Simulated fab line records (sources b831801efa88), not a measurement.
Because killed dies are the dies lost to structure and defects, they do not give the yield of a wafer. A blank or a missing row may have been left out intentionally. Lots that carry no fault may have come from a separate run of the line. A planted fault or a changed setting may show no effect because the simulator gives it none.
Which of the tools did it? || flow sky130 || 18 wafers sampled from 6 lots at 1 step of a route of 708

## WHAT THE GAUGES SHOWED, per wafer
SKY_VIA3_RS_MEAS_22: measures by four-point-probe.
{"lot": "L679", "measured": "day 40 19:25", "on": "film metro-03", "VIA3_W_RS (ohm/sq)": "0.296 0.298 0.294"}
{"lot": "L681", "measured": "day 41 10:17", "on": "film metro-04", "VIA3_W_RS (ohm/sq)": "0.294 0.293 0.295"}
{"lot": "L684", "measured": "day 42 07:33", "on": "film metro-01", "VIA3_W_RS (ohm/sq)": "0.300 0.298 0.302"}
{"lot": "L691", "measured": "day 44 07:23", "on": "film metro-04", "VIA3_W_RS (ohm/sq)": "0.289 0.295 0.291"}
{"lot": "L696", "measured": "day 45 13:26", "on": "film metro-03", "VIA3_W_RS (ohm/sq)": "0.288 0.290 0.290"}
{"lot": "L698", "measured": "day 46 16:14", "on": "film metro-01", "VIA3_W_RS (ohm/sq)": "0.292 0.294 0.294"}

## EACH LOT AND THE TOOL THAT RAN IT (in order: tool; ch and the chambers of the sampled wafers; start)
Before these readings, the record contains no process step.

## THE ANSWER, worked out from the rows above alone
Rule: usual is defined by the lots themselves. The widest of any qualifying gaps counts: lots, ordered by their means at a reading, are off when they make up no more than a third of the lots, leave a main group of 4 or more, and stand apart from it by 3 or more times the standard deviation of that group's means. A main group whose means are all the same, to the digits that the tables above print for the reading, isn't used. Also off: a lot with no number at a reading for which 4 or more lots have one. The other lots that the step has rows for count as sound.
Nothing can be told from this: no lot is off at any reading shown.

## WHAT HAD BEEN PUT IN BY THE SIMULATOR
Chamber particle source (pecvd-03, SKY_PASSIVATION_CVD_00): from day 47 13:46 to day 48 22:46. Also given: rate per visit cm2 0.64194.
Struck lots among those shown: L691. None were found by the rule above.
